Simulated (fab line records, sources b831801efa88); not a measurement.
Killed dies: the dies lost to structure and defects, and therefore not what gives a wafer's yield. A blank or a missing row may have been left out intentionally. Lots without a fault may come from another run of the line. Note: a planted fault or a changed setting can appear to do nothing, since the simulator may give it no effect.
A struck lot beside a sound one :: flow gf180mcu :: 18 out of 602 route steps
Sound: wafers L466.2, L466.3, L466.6. Struck: wafers L467.1, L467.4, L467.5. The cause is given at the end.
Order at every step that has rows: each side's tool, ch and its chambers, its first start. Under that, the readings that differ: sound wafers :: struck wafers :: difference of the means :: sigmas: that difference in standard deviations of wafers without a fault.
alike: same words and numbers on both sides, and readings whose means sit less than 2 such deviations apart. not compared: any withheld reading, any reading some wafer has no value for, any bound like >300 that may hide the same value, and any number with overlapping values for which the record gives no deviation.
Wherever a step has rows on one side only, a row that says differs or no value, or a row with sigmas, the two part there. Numbers that don't overlap but have no deviation are shown without sigmas and don't part them. A reading that every wafer of one side lacks parts them only if that side has two wafers or more.

first, 2 steps without rows for these wafers: GF_CONTACT_PEB_12 (peb time 90 s); GF_CONTACT_DEVELOP_13 (develop time 60 s).
GF_CONTACT_CD_MEAS_14: target cd 220 nm.
  struck on cdSem-02, day 17 11:11; sound on cdSem-02, day 17 07:46
  alike: cdNm
GF_CONTACT_OVL_MEAS_15:
  struck on overlay-01, day 17 11:19; sound on overlay-02, day 17 07:52
  alike: CONTACT_OVL
GF_CONTACT_ETCH_16: etches BARC in N2/H2.
  sound on rieDiel-02 ch 2,3, day 17 07:54; struck on rieDiel-01 ch 0,2, day 17 11:21
  alike: drypumpMotorCurrentA, oesProductAu, throttleValvePct
then, 1 step without rows for these wafers: GF_CONTACT_ETCH_17 (etches SiO2 in C4F8/O2/Ar, stops on CoSi2, target depth 860 nm).
GF_CONTACT_STRIP_18: strips in O2/N2.
  sound on plasmaAsher-01 ch 1, day 17 08:04; struck on plasmaAsher-01 ch 0,1, day 17 11:31
  alike: drypumpMotorCurrentA, heaterPowerW, oesProductAu
  not compared: rfHoursCounterH
then, 3 steps without rows for these wafers: GF_CONTACT_CLEAN_19 (cleans in SPM); GF_CONTACT_CLEAN_20 (cleans in DIW); GF_CONTACT_CLEAN_21 (cleans in dHF, time 20 s).
GF_CONTACT_SPUTTER_22: material Ti, target thk 15 nm, time 80.02 s.
  struck on pvdSputter-03, day 17 11:49; sound on pvdSputter-03, day 17 08:22
  alike: substrateTempC, throttleValvePct
GF_CONTACT_SPUTTER_23: material TiN, target thk 10 nm, time 40 s.
  struck on pvdSputter-03, day 17 11:53; sound on pvdSputter-03, day 17 08:26
  alike: throttleValvePct
GF_CONTACT_CVD_24: deposits W, target thk 300 nm, time 90.339 s.
  sound on cvdW-01 ch 1, day 17 08:28; struck on cvdW-01 ch 0,1, day 17 11:55
reading: heaterPowerOuterW (W)
sound: 520 505 522
struck: 450 441 415
difference: -80
sigmas: -3

reading: heaterPowerW (W)
sound: 911 898 914
struck: 695 674 720
difference: -211
sigmas: -6

reading: susceptorTempC (C)
sound: 399.99 399.92 399.96
struck: 368.99 369.16 369.50
difference: -30.74
sigmas: -99 or more

reading: model.W_of_CONTACT_CVD_24.thkNm (nm)
sound: 296.4 300.4 295.8
struck: 166.6 167.6 166.6
difference: -130.6
sigmas: 
GF_CONTACT_RS_MEAS_25: uses a four-point probe to measure.
  struck on filmMetro-03, day 17 12:01; sound on filmMetro-02, day 17 08:35
reading: CONTACT_W_RS (ohm/sq)
sound: 0.387 0.382 0.388
struck: 0.695 0.692 0.697
difference: +0.309
sigmas: +70
GF_CONTACT_THK_MEAS_26: measures by xrf.
  struck on filmMetro-03, day 17 12:08; sound on filmMetro-02, day 17 08:42
reading: CONTACT_W_THK (nm)
sound: 297 299 296
struck: 166 167 166
difference: -131
sigmas: -34
GF_CONTACT_CMP_27: polishes, stops on SiO2, t overpolish 15 s, target thk 0 nm.
  sound on cmp-02 ch 1,2, day 17 08:48; struck on cmp-01 ch 0,1,2, day 17 12:12
reading: timeToEndpointS (s)
sound: 78 78 80
struck: 43 42 43
difference: -36
sigmas: -10
  alike: motorCurrentA, platenRpm, slurryFilterDpKPa
GF_M1_SPUTTER_00: material Ti, target thk 37.5 nm, time 150 s.
  struck on pvdSputter-01, day 17 12:30; sound on pvdSputter-02, day 17 09:03
  alike: substrateTempC, throttleValvePct
GF_PASSIVATION_PROBE_99:
  rows exist in the record for the sound wafers here (prober-01, day 30 03:23), none for the struck ones

## WHERE THEY PART
Last at GF_PASSIVATION_PROBE_99 as far as this record goes, first at GF_CONTACT_CVD_24.

WHY: the cause the simulator had injected
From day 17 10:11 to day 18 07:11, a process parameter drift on cvdW-01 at GF_CONTACT_CVD_24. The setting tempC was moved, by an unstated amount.
